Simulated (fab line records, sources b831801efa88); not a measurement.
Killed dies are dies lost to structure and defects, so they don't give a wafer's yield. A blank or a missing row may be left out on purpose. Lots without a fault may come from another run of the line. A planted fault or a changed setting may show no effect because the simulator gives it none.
Chamber matching | flow sky130 | SKY_VIA2_HDPCVD_00 on hdpcvd-02: 3 sister chambers
The step deposits SiO2, target thk 1180 nm, time 196.7 s. 6 wafers are shown with their chamber, then 8 later ones without.

WAFERS WITH THEIR CHAMBER
wafer  | chamber | run_length_s (s)
L677.2 | 2       | 224.3
L679.2 | 1       | 225.8
L679.5 | 0       | 225.5
L681.1 | 2       | 224.2
L681.3 | 0       | 226.3
L681.4 | 1       | 225.9

WAFERS WITHOUT THEIR CHAMBER
wafer  | run_length_s (s)
L682.2 | 225.3
L682.4 | 225.7
L682.6 | 226.4
L683.2 | 226.3
L683.3 | 225.3
L683.5 | 224.5
L692.2 | 224.5
L692.5 | 225.9

WHICH CHAMBER EACH WENT THROUGH
wafer  | from the rows above          | in truth
L682.2 | can't be placed: 1 or 0 or 2 | 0
L682.4 | can't be placed: 1 or 0      | 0
L682.6 | can't be placed: 0 or 1      | 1
L683.2 | can't be placed: 0 or 1      | 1
L683.3 | can't be placed: 1 or 0 or 2 | 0
L683.5 | 2                            | 2
L692.2 | 2                            | 2
L692.5 | can't be placed: 0 or 1      | 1
Placed correctly: 2 of 8. Can't be placed from these rows: 6 (the true chamber is among the candidates in 6). Placed wrongly: 0.
How it was worked out, from the rows above alone: a wafer's distance from a chamber is the root of the sum, over the readings, of the square of ((its reading less the chamber's mean) divided by the reading's scatter). The wafer belongs to the nearest chamber; if the next one is less than 2 further off, it can't be placed. A chamber's mean is the mean of its shown wafers. The scatter: the root of (the sum of the squares of (reading less its chamber's mean) over the shown wafers, divided by (wafers less chambers)).
